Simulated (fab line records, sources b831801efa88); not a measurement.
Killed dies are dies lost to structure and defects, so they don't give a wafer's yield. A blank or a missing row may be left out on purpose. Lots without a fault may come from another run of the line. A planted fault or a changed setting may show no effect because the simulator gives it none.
fab line records | flow sky130
record lots=5 wafers=15 last_day=50
route steps=708 shown METAL1@441 VIA1@458
lots that met no fault: from a run of the same line without faults
start_h: hours from the record's first day to the start of the lot's first wafer shown | wait_h: hours since the lot's step before | " the same as in the row above | L1.1+2: a row that stands for several wafers | - no value, or no start given | * or withheld: withheld | < > ~ a bound
route shown NAME@n: a module of which the file shows steps, and the number in the route of the first | usual: mean/standard deviation of fault-free wafers | same: alike in all rows | chamber/n: place in a boat | sites: the reading at each site | _std_site: their standard deviation | _edge_site: outer sites' mean less inner sites' | radius_mm: how far each site lies from the wafer's centre | mask NAME#n: copy n | behind: the tool/chamber that last shaped the wafer | hold: why the lot was held/for how many hours/how that ended | device: the transistor (n, p or np) that didn't switch | end of line: the same wafers' tests at the end of the route | a step without rows: its recipe alone | killed: dies lost to structure and defects at the first sort, not the wafer's yield | map: a wafer's dies, x killed, . not, _ none there
set.NAME: the setting as run; set.NAME@STEP: as run at that earlier step | model.NAME: the simulator's own value behind a step, which no gauge read
lots at some steps of the route; a table a step, a row a wafer
services: from which hour (start_h, from the record's first day; less than 0 if before it) a tool's chamber was out of use, for how many hours, and why
## steps
# step SKY_METAL1_DEHYDRATE_07
# recipe temp_c=200 time_s=60
# columns lot.wafer tool chamber start_h wait_h
L078.2+3+6 litho_track-01 0 803.54 12.6
L083.2+3+4 litho_track-01 0 834.74 12.2
L085.1+2+3 litho_track-04 0 856.42 12.1
L091.2+3+4 litho_track-02 0 895.98 12.6
L094.1+4+5 litho_track-01 0 915.56 11.8
# step SKY_METAL1_HMDS_08
# recipe prime_time_s=60 prime_temp_c=120
# columns lot.wafer tool chamber start_h wait_h
L078.2+3+6 litho_track-01 0 803.69 0.1
L083.2+3+4 litho_track-01 0 834.89 0.1
L085.1+2+3 litho_track-04 0 856.57 0.1
L091.2+3+4 litho_track-02 0 896.13 0.1
L094.1+4+5 litho_track-01 0 915.71 0.1
# step SKY_METAL1_COAT_09
# recipe resist=BARC temp_c=withheld time_s=withheld spin_rpm=3000 resist_thk_nm=60
# columns lot.wafer tool chamber start_h wait_h
L078.2+3+6 litho_track-01 0 803.84 0.1
L083.2+3+4 litho_track-01 0 835.04 0.1
L085.1+2+3 litho_track-04 0 856.72 0.1
L091.2+3+4 litho_track-02 0 896.28 0.1
L094.1+4+5 litho_track-01 0 915.86 0.1
# step SKY_METAL1_COAT_10
# recipe resist=KrF-thick spin_rpm=3000 resist_thk_nm=450
# columns lot.wafer tool chamber start_h wait_h
L078.2+3+6 litho_track-01 0 - -
L083.2+3+4 litho_track-01 0 - -
L085.1+2+3 litho_track-04 0 - -
L091.2+3+4 litho_track-02 0 - -
L094.1+4+5 litho_track-01 0 - -
# step SKY_METAL1_SOFTBAKE_11
# recipe temp_c=100 time_s=90 resist=KrF-thick
# columns lot.wafer tool chamber start_h wait_h
L078.2+3+6 litho_track-01 0 - -
L083.2+3+4 litho_track-01 0 - -
L085.1+2+3 litho_track-04 0 - -
L091.2+3+4 litho_track-02 0 - -
L094.1+4+5 litho_track-01 0 - -
# step SKY_METAL1_EXPOSE_12
# recipe mask_id=MM1 na=0.8 source_shape=annular sigma_inner=0.55 sigma_outer=0.85 target_cd_nm=140 dose_mj=28
# columns lot.wafer tool chamber start_h wait_h mask
L078.2+3+6 krf_scanner-01 0 - - MM1#0
L083.2+3+4 krf_scanner-01 0 - - MM1#0
L085.1+2+3 krf_scanner-02 0 - - MM1#0
L091.2+3+4 krf_scanner-02 0 - - MM1#0
L094.1+4+5 krf_scanner-02 0 - - MM1#0
# step SKY_METAL1_PEB_13
# recipe peb_temp_c=withheld peb_time_s=withheld resist=KrF-thick
# columns lot.wafer tool chamber start_h wait_h
L078.2+3+6 litho_track-04 0 - -
L083.2+3+4 litho_track-01 0 - -
L085.1+2+3 litho_track-01 0 - -
L091.2+3+4 litho_track-02 0 - -
L094.1+4+5 litho_track-04 0 - -
# step SKY_METAL1_DEVELOP_14
# recipe develop_time_s=60 resist=KrF-thick dev_temp_c=21
# columns lot.wafer tool chamber start_h wait_h
L078.2+3+6 litho_track-04 0 - -
L083.2+3+4 litho_track-01 0 - -
L085.1+2+3 litho_track-01 0 - -
L091.2+3+4 litho_track-02 0 - -
L094.1+4+5 litho_track-04 0 - -
# step SKY_METAL1_CD_MEAS_15
# recipe target_cd_nm=140
# usual cd_nm=139.6/1.4
# columns lot.wafer tool chamber start_h wait_h cd_nm
L078.2 cd_sem-01 - 817.59 - 141.0
L078.3 " - " " 139.2
L078.6 " - " " 140.2
L083.2 cd_sem-02 - 848.48 - 138.4
L083.3 " - " " 140.1
L083.4 " - " " 137.9
L085.1 cd_sem-02 - 870.96 - 141.3
L085.2 " - " " 141.1
L085.3 " - " " 142.5
L091.2 cd_sem-01 - 909.08 - 142.3
L091.3 " - " " 141.7
L091.4 " - " " 139.1
L094.1 cd_sem-02 - 929.27 - 138.0
L094.4 " - " " 137.8
L094.5 " - " " 138.1
# step SKY_METAL1_OVL_MEAS_16
# usual METAL1_OVL=0/5.6
# columns lot.wafer tool chamber start_h wait_h METAL1_OVL[nm]
L078.2 overlay-01 - 817.69 0.1 10
L078.3 " - " " -6
L078.6 " - " " 3
L083.2 overlay-01 - 848.59 0.1 0
L083.3 " - " " -6
L083.4 " - " " 3
L085.1 overlay-01 - 871.08 0.1 6
L085.2 " - " " -1
L085.3 " - " " 5
L091.2 overlay-01 - 909.18 0.1 6
L091.3 " - " " 8
L091.4 " - " " 11
L094.1 overlay-01 - 929.39 0.1 2
L094.4 " - " " 5
L094.5 " - " " 3
# step SKY_METAL1_DESCUM_17
# recipe chemistry=O2 source_power_w=150 bias_power_w=0 pressure_mtorr=10 temp_c=40 time_s=8
# usual drypump_motor_current_A=5.94/0.16 oes_product_au=1.001/0.0082
# columns lot.wafer tool chamber start_h wait_h drypump_motor_current_A oes_product_au rf_hours_counter_h
L078.2 rie_metal-01 1 817.72 0.0 6.05 1.013 13
L078.3 " 1 " " 6.05 1.005 -
L078.6 " 0 " " 5.78 0.997 -
L083.2 rie_metal-01 0 848.62 0.0 5.78 0.994 9
L083.3 " 0 " " 5.78 0.985 -
L083.4 " 1 " " 6.05 1.003 -
L085.1 rie_metal-01 0 871.12 0.0 5.79 0.999 9
L085.2 " 1 " " 6.03 1.003 16
L085.3 " 1 " " 6.03 0.996 -
L091.2 rie_metal-01 0 909.21 0.0 5.77 0.991 10
L091.3 " 0 " " 5.78 0.993 -
L091.4 " 1 " " 6.03 0.997 -
L094.1 rie_metal-01 0 929.42 0.0 5.77 0.993 11
L094.4 " 0 " " 5.78 0.993 -
L094.5 " 0 " " 5.78 0.997 -
# step SKY_METAL1_ETCH_18
# recipe chemistry=N2/H2 target=BARC ion_energy_ev=200 bias_w=100 pressure_mtorr=30 n2_flow_sccm=100 h2_flow_sccm=200 icp_w=500 stop_on=SiO2 time_s=45.9 target_depth_a=600
# usual drypump_motor_current_A=5.94/0.16 oes_product_au=0.856/0.0048 throttle_valve_pct=13.224/0.0085
# columns lot.wafer tool chamber start_h wait_h drypump_motor_current_A oes_product_au rf_hours_counter_h throttle_valve_pct
L078.2 rie_metal-01 1 817.77 0.0 6.04 0.858 14 13.221
L078.3 " 1 " " 6.04 0.851 - 13.228
L078.6 " 0 " " 5.78 0.864 - 13.218
L083.2 rie_metal-01 0 848.65 0.0 5.79 0.844 9 13.206
L083.3 " 0 " " 5.80 0.865 - 13.221
L083.4 " 1 " " 6.05 0.864 - 13.224
L085.1 rie_metal-01 0 871.15 0.0 5.76 0.873 9 13.225
L085.2 " 1 " " 6.06 0.855 16 13.215
L085.3 " 1 " " 6.03 0.861 - 13.212
L091.2 rie_metal-01 0 909.24 0.0 5.79 0.854 10 13.221
L091.3 " 0 " " 5.79 0.858 - 13.220
L091.4 " 1 " " 6.05 0.857 - 13.227
L094.1 rie_metal-01 0 929.49 0.1 5.80 0.856 11 13.234
L094.4 " 0 " " 5.79 0.866 - 13.225
L094.5 " 0 " " 5.78 0.862 - 13.234
# step SKY_METAL1_METAL_ETCH_19
# recipe target_depth_a=3600 stop_on=SiO2 over_etch_frac=0.3 time_s=78 chemistry=Cl2/BCl3 resist_sidewall_deg=88 pressure_mtorr=10 icp_w=900 bias_w=48.5 Cl2_flow_sccm=60 bcl3_flow_sccm=30
# usual drypump_motor_current_A=5.94/0.16 oes_product_au=0.857/0.0053 throttle_valve_pct=22.263/0.0089
# columns lot.wafer tool chamber start_h wait_h drypump_motor_current_A oes_product_au rf_hours_counter_h throttle_valve_pct
L078.2 rie_metal-01 1 817.85 0.1 6.04 0.853 14 22.262
L078.3 " 1 " " 6.04 0.853 - 22.258
L078.6 " 0 " " 5.78 0.851 - 22.280
L083.2 rie_metal-01 0 848.71 0.0 5.77 0.867 9 22.256
L083.3 " 0 " " 5.78 0.861 - 22.267
L083.4 " 1 " " 6.05 0.860 - 22.260
L085.1 rie_metal-01 0 871.21 0.0 5.77 0.849 10 22.267
L085.2 " 1 " " 6.03 0.862 16 22.251
L085.3 " 1 " " 6.04 0.847 - 22.261
L091.2 rie_metal-01 0 909.31 0.0 5.77 0.861 10 22.279
L091.3 " 0 " " 5.78 0.866 - 22.269
L091.4 " 1 " " 6.03 0.848 - 22.266
L094.1 rie_metal-01 0 929.61 0.1 5.78 0.858 11 22.251
L094.4 " 0 " " 5.77 0.861 - 22.259
L094.5 " 0 " " 5.78 0.866 - 22.267
# step SKY_METAL1_STRIP_20
# recipe chemistry=O2/N2 power_w=1400 pressure_mtorr=1500 platen_temp_c=withheld o2_flow_sccm=3000 n2_flow_sccm=300 overash_fraction=0.5
# usual drypump_motor_current_A=5.6/0.4 oes_product_au=0.343/0.0046 strip_time_to_endpoint_s=2.693/0.028
# columns lot.wafer tool chamber start_h wait_h drypump_motor_current_A oes_product_au rf_hours_counter_h strip_time_to_endpoint_s
L078.2 plasma_asher-01 0 817.97 0.1 6.0 0.347 7 2.693
L078.3 " 0 " " 6.0 0.353 - 2.673
L078.6 " 0 " " 6.0 0.346 - 2.735
L083.2 plasma_asher-03 0 848.80 0.1 5.5 0.343 45 2.709
L083.3 " 0 " " 5.5 0.338 - 2.700
L083.4 " 1 " " 5.2 0.351 - 2.663
L085.1 plasma_asher-03 0 871.30 0.1 5.5 0.347 47 2.750
L085.2 " 1 " " 5.2 0.334 47 2.699
L085.3 " 1 " " 5.2 0.341 - 2.703
L091.2 plasma_asher-01 0 909.40 0.1 5.9 0.341 16 2.724
L091.3 " 0 " " 6.0 0.344 - 2.739
L091.4 " 1 " " 5.2 0.345 - 2.695
L094.1 plasma_asher-03 1 929.79 0.1 5.2 0.340 53 2.718
L094.4 " 1 " " 5.2 0.343 - 2.686
L094.5 " 1 " " 5.2 0.350 - 2.705
# step SKY_METAL1_STRIP_21
# recipe chemistry=post_etch_residue_remover time_s=1200 temp_c=72.5
# usual bath_heat_duty_pct=14.3/1.4
# columns lot.wafer tool chamber start_h wait_h bath_heat_duty_pct
L078.2 wet_bench-04 0 818.07 0.1 14.3
L078.3 " 0 " " 14.9
L078.6 " 0 " " 14.2
L083.2 wet_bench-02 0 848.90 0.1 14.1
L083.3 " 0 " " 13.3
L083.4 " 0 " " 14.6
L085.1 wet_bench-02 3 871.40 0.1 13.9
L085.2 " 3 " " 14.5
L085.3 " 3 " " 13.0
L091.2 wet_bench-03 0 909.50 0.1 15.7
L091.3 " 0 " " 13.8
L091.4 " 0 " " 15.8
L094.1 wet_bench-03 0 929.89 0.1 14.7
L094.4 " 0 " " 15.9
L094.5 " 0 " " 14.6
# step SKY_METAL1_CLEAN_22
# recipe chemistry=IPA time_s=180 temp_c=25
# usual bath_heat_duty_pct=6.1/0.78
# columns lot.wafer tool chamber start_h wait_h bath_heat_duty_pct
L078.2 wet_bench-03 3 818.41 0.0 5.2
L078.3 " 3 " " 5.0
L078.6 " 3 " " 5.2
L083.2 wet_bench-03 0 849.24 0.0 5.6
L083.3 " 0 " " 7.9
L083.4 " 0 " " 5.8
L085.1 wet_bench-04 0 871.78 0.0 6.2
L085.2 " 0 " " 5.8
L085.3 " 0 " " 4.5
L091.2 wet_bench-02 1 909.84 0.0 5.4
L091.3 " 1 " " 4.9
L091.4 " 1 " " 5.3
L094.1 wet_bench-02 3 930.24 0.0 6.8
L094.4 " 3 " " 5.7
L094.5 " 3 " " 5.6
# step SKY_METAL1_CLEAN_23
# recipe chemistry=O3/DIW dry=n2_spin
# columns lot.wafer tool chamber start_h wait_h
L078.2+3+6 wet_bench-02 3 818.47 0.0
L083.2+3+4 wet_bench-02 2 849.30 0.0
L085.1+2+3 wet_bench-02 3 871.89 0.0
L091.2+3+4 wet_bench-03 2 909.90 0.0
L094.1+4+5 wet_bench-04 0 930.30 0.0
# step SKY_VIA1_HDPCVD_00
# recipe material=SiO2 target_thk_nm=1030 sigma_open_frac=0.3 time_s=171.7 temp_c=400 sih4_flow_sccm=60 pressure_mtorr=6
# columns lot.wafer tool chamber start_h wait_h
L078.2+3+6 hdpcvd-01 0,2,2 818.56 0.0
L083.2+3+4 hdpcvd-02 2,0,1 849.39 0.0
L085.1+2+3 hdpcvd-02 0,1,2 871.99 0.0
L091.2+3+4 hdpcvd-01 2,1,0 909.99 0.0
L094.1+4+5 hdpcvd-01 0,2,1 930.41 0.0
# step SKY_VIA1_THK_MEAS_01
# recipe reads=SiO2_of_VIA1_HDPCVD_00
# usual VIA1_HDPCVD_THK=1026/9.9
# columns lot.wafer tool chamber start_h wait_h VIA1_HDPCVD_THK[nm]
L078.2 film_metro-02 - 818.68 0.1 1018
L078.3 " - " " 1013
L078.6 " - " " 1020
L083.2 film_metro-01 - 849.52 0.1 1046
L083.3 " - " " 1030
L083.4 " - " " 1022
L085.1 film_metro-02 - 872.10 0.1 1032
L085.2 " - " " 1020
L085.3 " - " " 1029
L091.2 film_metro-02 - 910.12 0.1 1010
L091.3 " - " " 1030
L091.4 " - " " 1018
L094.1 film_metro-01 - 930.52 0.1 1008
L094.4 " - " " 1013
L094.5 " - " " 1027
# step SKY_VIA1_CMP_02
# recipe material=SiO2 down_force_psi=4 platen_rpm=60 pad_velocity_m_s=0.94248
# usual head_pressure_psi=4.000/0.0091 motor_current_A=12.2/1.3
# columns lot.wafer tool chamber start_h wait_h head_pressure_psi motor_current_A
L078.2 cmp-02 1 818.78 0.1 3.992 13.4
L078.3 " 3 " " 4.019 12.3
L078.6 " 0 " " 4.009 10.5
L083.3 cmp-01 1 849.57 0.0 3.995 11.0
L083.4 " 2 " " 4.001 13.1
L083.2 " 0 " " 4.018 11.0
L085.3 cmp-01 3 872.16 0.0 3.982 11.8
L085.2 " 1 " " 3.997 11.6
L085.1 " 2 " " 4.004 13.8
L091.2 cmp-01 1 910.22 0.1 3.987 11.3
L091.4 " 2 " " 4.012 14.1
L091.3 " 3 " " 3.992 12.1
L094.1 cmp-02 3 930.68 0.1 3.996 13.3
L094.4 " 0 " " 3.994 10.2
L094.5 " 1 " " 3.996 14.0
# step SKY_VIA1_BOW_MEAS_03
# recipe mode=bow
# usual VIA1_BOW=80/6.5
# columns lot.wafer tool chamber start_h wait_h VIA1_BOW[um]
L078.2 film_metro-02 - 819.05 0.2 86
L078.3 " - " " 81
L078.6 " - " " 70
L083.2 film_metro-03 - 849.89 0.1 83
L083.3 " - " " 88
L083.4 " - " " 80
L085.1 film_metro-01 - 872.46 0.1 78
L085.2 " - " " 82
L085.3 " - " " 80
L091.2 film_metro-02 - 910.49 0.2 79
L091.3 " - " " 91
L091.4 " - " " 83
L094.1 film_metro-01 - 930.88 0.1 83
L094.4 " - " " 89
L094.5 " - " " 83
# step SKY_VIA1_DEHYDRATE_04
# recipe temp_c=200 time_s=60
# columns lot.wafer tool chamber start_h wait_h
L078.2+3+6 litho_track-04 0 831.79 12.7
L083.2+3+4 litho_track-01 0 862.09 12.2
L085.1+2+3 litho_track-03 0 884.59 12.1
L091.2+3+4 litho_track-01 0 923.19 12.7
L094.1+4+5 litho_track-03 0 942.19 11.3
# step SKY_VIA1_HMDS_05
# recipe prime_time_s=60 prime_temp_c=120
# columns lot.wafer tool chamber start_h wait_h
L078.2+3+6 litho_track-04 0 831.94 0.1
L083.2+3+4 litho_track-01 0 862.24 0.1
L085.1+2+3 litho_track-03 0 884.74 0.1
L091.2+3+4 litho_track-01 0 923.34 0.1
L094.1+4+5 litho_track-03 0 942.34 0.1
# step SKY_VIA1_COAT_06
# recipe resist=BARC temp_c=withheld time_s=withheld spin_rpm=3000 resist_thk_nm=60
# columns lot.wafer tool chamber start_h wait_h
L078.2+3+6 litho_track-04 0 832.09 0.1
L083.2+3+4 litho_track-01 0 862.39 0.1
L085.1+2+3 litho_track-03 0 884.89 0.1
L091.2+3+4 litho_track-01 0 923.49 0.1
L094.1+4+5 litho_track-03 0 942.49 0.1
# step SKY_VIA1_COAT_07
# recipe resist=KrF-thick spin_rpm=3000 resist_thk_nm=450
# columns lot.wafer tool chamber start_h wait_h
L078.2+3+6 litho_track-04 0 - -
L083.2+3+4 litho_track-01 0 - -
L085.1+2+3 litho_track-03 0 - -
L091.2+3+4 litho_track-01 0 - -
L094.1+4+5 litho_track-03 0 - -
# step SKY_VIA1_SOFTBAKE_08
# recipe temp_c=100 time_s=90 resist=KrF-thick
# columns lot.wafer tool chamber start_h wait_h
L078.2+3+6 litho_track-04 0 - -
L083.2+3+4 litho_track-01 0 - -
L085.1+2+3 litho_track-03 0 - -
L091.2+3+4 litho_track-01 0 - -
L094.1+4+5 litho_track-03 0 - -
# step SKY_VIA1_EXPOSE_09
# recipe mask_id=VIM na=0.8 source_shape=annular sigma_inner=0.55 sigma_outer=0.85 target_cd_nm=150 dose_mj=38
# columns lot.wafer tool chamber start_h wait_h mask
L078.2+3+6 krf_scanner-02 0 - - VIM#0
L083.2+3+4 krf_scanner-02 0 - - VIM#0
L085.1+2+3 krf_scanner-02 0 - - VIM#0
L091.2+3+4 krf_scanner-02 0 - - VIM#0
L094.1+4+5 krf_scanner-01 0 - - VIM#0
# step SKY_VIA1_PEB_10
# recipe peb_temp_c=withheld peb_time_s=withheld resist=KrF-thick
# columns lot.wafer tool chamber start_h wait_h
L078.2+3+6 litho_track-01 0 - -
L083.2+3+4 litho_track-04 0 - -
L085.1+2+3 litho_track-01 0 - -
L091.2+3+4 litho_track-04 0 - -
L094.1+4+5 litho_track-03 0 - -
# step SKY_VIA1_DEVELOP_11
# recipe develop_time_s=60 resist=KrF-thick dev_temp_c=21
# columns lot.wafer tool chamber start_h wait_h
L078.2+3+6 litho_track-01 0 - -
L083.2+3+4 litho_track-04 0 - -
L085.1+2+3 litho_track-01 0 - -
L091.2+3+4 litho_track-04 0 - -
L094.1+4+5 litho_track-03 0 - -
# step SKY_VIA1_CD_MEAS_12
# recipe target_cd_nm=150
# usual cd_nm=149.7/1.9
# columns lot.wafer tool chamber start_h wait_h cd_nm
L078.2 cd_sem-01 - 846.13 - 146.0
L078.3 " - " " 147.0
L078.6 " - " " 146.9
L083.2 cd_sem-02 - 876.59 - 150.7
L083.3 " - " " 151.0
L083.4 " - " " 152.3
L085.1 cd_sem-02 - 898.91 - 150.2
L085.2 " - " " 150.6
L085.3 " - " " 150.6
L091.2 cd_sem-02 - 935.84 - 148.6
L091.3 " - " " 148.4
L091.4 " - " " 149.8
L094.1 cd_sem-01 - 955.84 - 146.0
L094.4 " - " " 148.5
L094.5 " - " " 146.1
# step SKY_VIA1_OVL_MEAS_13
# usual VIA1_OVL=1/5.8
# columns lot.wafer tool chamber start_h wait_h VIA1_OVL[nm]
L078.2 overlay-01 - 846.24 0.1 6
L078.3 " - " " -3
L078.6 " - " " 15
L083.2 overlay-01 - 876.69 0.1 -4
L083.3 " - " " -16
L083.4 " - " " -3
L085.1 overlay-01 - 899.03 0.1 3
L085.2 " - " " 7
L085.3 " - " " 3
L091.2 overlay-01 - 935.94 0.1 -3
L091.3 " - " " -10
L091.4 " - " " 5
L094.1 overlay-02 - 955.96 0.1 8
L094.4 " - " " 5
L094.5 " - " " 4
# step SKY_VIA1_ETCH_14
# recipe chemistry=N2/H2 target=BARC ion_energy_ev=200 source_w=500 bias_w=100 pressure_mtorr=30 n2_flow_sccm=100 h2_flow_sccm=200 stop_on=SiO2 time_s=45.9 target_depth_a=600
# usual drypump_motor_current_A=5.9/0.6 oes_product_au=0.855/0.0049 throttle_valve_pct=13.226/0.0092
# columns lot.wafer tool chamber start_h wait_h drypump_motor_current_A oes_product_au rf_hours_counter_h throttle_valve_pct
L078.2 rie_diel-01 2 846.27 0.0 6.3 0.853 11 13.224
L078.3 " 1 " " 6.0 0.853 17 13.219
L078.6 " 0 " " 5.8 0.856 - 13.242
L083.2 rie_diel-01 2 876.72 0.0 6.3 0.849 11 13.213
L083.3 " 3 " " 5.5 0.863 3 13.224
L083.4 " 1 " " 6.0 0.853 18 13.235
L085.1 rie_diel-04 3 899.07 0.0 6.7 0.848 8 13.236
L085.2 " 1 " " 6.0 0.851 11 13.233
L085.3 " 2 " " 6.6 0.863 18 13.231
L091.2 rie_diel-04 3 935.97 0.0 6.7 0.850 9 13.226
L091.3 " 1 " " 6.0 0.859 12 13.224
L091.4 " 0 " " 4.9 0.847 10 13.225
L094.1 rie_diel-04 2 956.00 0.0 6.5 0.850 21 13.209
L094.4 " 3 " " 6.7 0.847 9 13.244
L094.5 " 2 " " 6.5 0.850 - 13.230
# step SKY_VIA1_ETCH_15
# recipe target=SiO2 chemistry=C4F8/O2/Ar target_depth_nm=351 stop_on=TiN mask_material=KrF-thick source_w=1500 bias_w=1200 pressure_mtorr=40 c4f8_flow_sccm=withheld O2_flow_sccm=6 Ar_flow_sccm=300 time_s=54
# usual oes_product_au=0.981/0.0055
# columns lot.wafer tool chamber start_h wait_h oes_product_au rf_hours_counter_h
L078.2 rie_diel-01 2 846.31 0.0 0.978 11
L078.3 " 1 " " 0.985 17
L078.6 " 0 " " 0.970 -
L083.2 rie_diel-01 2 876.77 0.0 0.986 11
L083.3 " 3 " " 0.993 3
L083.4 " 1 " " 0.973 18
L085.1 rie_diel-04 3 899.11 0.0 0.978 8
L085.2 " 1 " " 0.976 11
L085.3 " 2 " " 0.980 18
L091.2 rie_diel-04 3 936.02 0.0 0.983 9
L091.3 " 1 " " 0.976 12
L091.4 " 0 " " 0.975 10
L094.1 rie_diel-04 2 956.04 0.0 0.977 21
L094.4 " 3 " " 0.977 9
L094.5 " 2 " " 0.980 -
# step SKY_VIA1_STRIP_16
# recipe chemistry=O2/N2 power_w=1400 pressure_mtorr=1500 platen_temp_c=withheld o2_flow_sccm=3000 n2_flow_sccm=300 overash_fraction=0.5
# usual drypump_motor_current_A=5.6/0.39 oes_product_au=0.417/0.0047 strip_time_to_endpoint_s=4.471/0.02
# columns lot.wafer tool chamber start_h wait_h drypump_motor_current_A oes_product_au rf_hours_counter_h strip_time_to_endpoint_s
L078.2 plasma_asher-03 0 846.36 0.0 5.5 0.415 45 4.484
L078.3 " 1 " " 5.2 0.413 - 4.518
L078.6 " 1 " " 5.2 0.423 - 4.503
L083.2 plasma_asher-04 1 876.81 0.0 6.2 0.418 96 4.440
L083.3 " 1 " " 6.1 0.422 - 4.443
L083.4 " 0 " " 5.3 0.422 - 4.489
L085.1 plasma_asher-03 0 899.15 0.0 5.4 0.410 50 4.455
L085.2 " 1 " " 5.2 0.418 50 4.477
L085.3 " 0 " " 5.4 0.422 - 4.456
L091.2 plasma_asher-04 0 936.06 0.0 5.2 0.423 102 4.472
L091.3 " 0 " " 5.2 0.411 - 4.471
L091.4 " 1 " " 6.1 0.419 - 4.493
L094.1 plasma_asher-04 1 956.09 0.0 6.1 0.413 104 4.488
L094.4 " 0 " " 5.3 0.420 - 4.460
L094.5 " 1 " " 6.1 0.415 - 4.480
# step SKY_VIA1_STRIP_17
# recipe chemistry=post_etch_residue_remover time_s=1200 temp_c=72.5
# usual bath_heat_duty_pct=13.9/1.5
# columns lot.wafer tool chamber start_h wait_h bath_heat_duty_pct
L078.2 wet_bench-01 0 846.46 0.1 14.1
L078.3 " 0 " " 14.5
L078.6 " 0 " " 13.8
L083.2 wet_bench-01 0 876.91 0.1 14.1
L083.3 " 0 " " 14.0
L083.4 " 0 " " 14.8
L085.1 wet_bench-03 2 899.25 0.1 14.8
L085.2 " 2 " " 15.6
L085.3 " 2 " " 14.9
L091.2 wet_bench-03 0 936.16 0.1 15.4
L091.3 " 0 " " 14.1
L091.4 " 0 " " 15.8
L094.1 wet_bench-03 3 956.19 0.1 13.0
L094.4 " 3 " " 11.8
L094.5 " 3 " " 13.3
# step SKY_VIA1_CLEAN_18
# recipe chemistry=IPA time_s=180 temp_c=25
# usual bath_heat_duty_pct=6.5/0.89
# columns lot.wafer tool chamber start_h wait_h bath_heat_duty_pct
L078.2 wet_bench-03 3 846.80 0.0 5.6
L078.3 " 3 " " 5.6
L078.6 " 3 " " 4.7
L083.2 wet_bench-02 3 877.29 0.0 5.2
L083.3 " 3 " " 7.0
L083.4 " 3 " " 6.3
L085.1 wet_bench-03 2 899.60 0.0 6.8
L085.2 " 2 " " 6.4
L085.3 " 2 " " 6.0
L091.2 wet_bench-01 1 936.54 0.0 6.4
L091.3 " 1 " " 6.8
L091.4 " 1 " " 6.7
L094.1 wet_bench-02 1 956.56 0.0 5.2
L094.4 " 1 " " 6.5
L094.5 " 1 " " 5.2
# step SKY_VIA1_CLEAN_19
# recipe chemistry=O3/DIW dry=n2_spin
# columns lot.wafer tool chamber start_h wait_h
L078.2+3+6 wet_bench-02 2 846.86 0.0
L083.2+3+4 wet_bench-03 3 877.34 0.0
L085.1+2+3 wet_bench-03 2 899.65 0.0
L091.2+3+4 wet_bench-02 0 936.60 0.0
L094.1+4+5 wet_bench-01 1 956.62 0.0
# step SKY_VIA1_SPUTTER_20
# recipe material=TiN target_thk_nm=20 chamber_pressure_pa=5 power_w=4000 time_s=80
# usual throttle_valve_pct=29.7/1.6
# columns lot.wafer tool chamber start_h wait_h throttle_valve_pct
L078.2 pvd_sputter-02 - 846.95 0.0 28.8
L078.3 " - " " 32.8
L078.6 " - " " 28.4
L083.2 pvd_sputter-01 - 877.44 0.0 30.0
L083.3 " - " " 30.9
L083.4 " - " " 30.4
L085.1 pvd_sputter-03 - 899.75 0.0 31.5
L085.2 " - " " 28.3
L085.3 " - " " 29.6
L091.2 pvd_sputter-01 - 936.71 0.0 30.6
L091.3 " - " " 28.1
L091.4 " - " " 30.1
L094.1 pvd_sputter-03 - 956.82 0.0 29.6
L094.4 " - " " 31.3
L094.5 " - " " 29.6
# step SKY_VIA1_CVD_21
# recipe material=W target_thk_nm=270 time_s=80.902 temp_c=400 pressure_torr=40
# usual heater_power_w=889/84
# columns lot.wafer tool chamber start_h wait_h heater_power_w
L078.2 cvd_w-02 0 847.01 0.0 820
L078.3 " 1 " " 1046
L078.6 " 0 " " 829
L083.2 cvd_w-02 1 877.51 0.0 1066
L083.3 " 0 " " 815
L083.4 " 1 " " 1059
L085.1 cvd_w-02 0 899.81 0.0 843
L085.2 " 1 " " 1044
L085.3 " 0 " " 838
L091.2 cvd_w-01 1 936.77 0.0 888
L091.3 " 1 " " 886
L091.4 " 0 " " 819
L094.1 cvd_w-01 0 956.88 0.0 833
L094.4 " 0 " " 835
L094.5 " 0 " " 823
# step SKY_VIA1_RS_MEAS_22
# recipe thk_meas_gauge=four-point-probe reads=W_of_VIA1_CVD_21+TiN_of_VIA1_SPUTTER_20
# usual VIA1_W_RS=0.428/0.0045
# columns lot.wafer tool chamber start_h wait_h VIA1_W_RS[ohm/sq]
L078.2 film_metro-01 - 847.12 0.1 0.427
L078.3 " - " " 0.426
L078.6 " - " " 0.425
L083.2 film_metro-03 - 877.62 0.1 0.428
L083.3 " - " " 0.435
L083.4 " - " " 0.428
L085.1 film_metro-02 - 899.90 0.1 0.424
L085.2 " - " " 0.422
L085.3 " - " " 0.419
L091.2 film_metro-01 - 936.88 0.1 0.427
L091.3 " - " " 0.431
L091.4 " - " " 0.424
L094.1 film_metro-02 - 956.98 0.1 0.430
L094.4 " - " " 0.421
L094.5 " - " " 0.430
# step SKY_VIA1_THK_MEAS_23
# recipe thk_meas_gauge=xrf reads=W_of_VIA1_CVD_21
# usual VIA1_W_THK=281/3.6
# columns lot.wafer tool chamber start_h wait_h VIA1_W_THK[nm]
L078.2 film_metro-01 - 847.23 0.1 281
L078.3 " - " " 284
L078.6 " - " " 283
L083.2 film_metro-03 - 877.73 0.1 282
L083.3 " - " " 278
L083.4 " - " " 281
L085.1 film_metro-02 - 900.02 0.1 285
L085.2 " - " " 286
L085.3 " - " " 289
L091.2 film_metro-01 - 936.99 0.1 280
L091.3 " - " " 277
L091.4 " - " " 281
L094.1 film_metro-02 - 957.10 0.1 283
L094.4 " - " " 287
L094.5 " - " " 282
## services
# columns tool chamber start_h hours kind
krf_scanner-01 - 788.62 0.8 pm
rie_diel-01 - 790.44 28.1 pm
plasma_asher-03 - 791.15 0.8 repair
hdpcvd-01 0 791.29 12.5 repair
krf_scanner-02 - 793.92 1.0 pm
rie_diel-04 0 794.59 3.2 repair
krf_scanner-01 - 811.86 1.0 pm
cmp-01 - 813.45 2.8 repair
krf_scanner-01 - 825.40 0.8 pm
krf_scanner-01 - 828.92 0.7 repair
rie_metal-01 - 829.61 0.4 repair
rie_diel-01 3 837.56 5.5 repair
krf_scanner-01 - 848.07 4.4 pm
krf_scanner-01 - 855.33 2.2 repair
rie_diel-04 2 866.07 10.3 repair
krf_scanner-02 - 868.30 0.8 pm
krf_scanner-01 - 884.32 1.3 pm
krf_scanner-01 - 886.85 1.1 repair
krf_scanner-02 - 903.78 1.3 pm
rie_diel-04 1 917.45 14.3 repair
rie_diel-04 3 921.34 4.2 repair
rie_diel-01 - 934.26 0.3 repair
rie_diel-01 1 936.21 2.0 repair
rie_diel-04 - 943.97 0.9 repair
## key
fault none
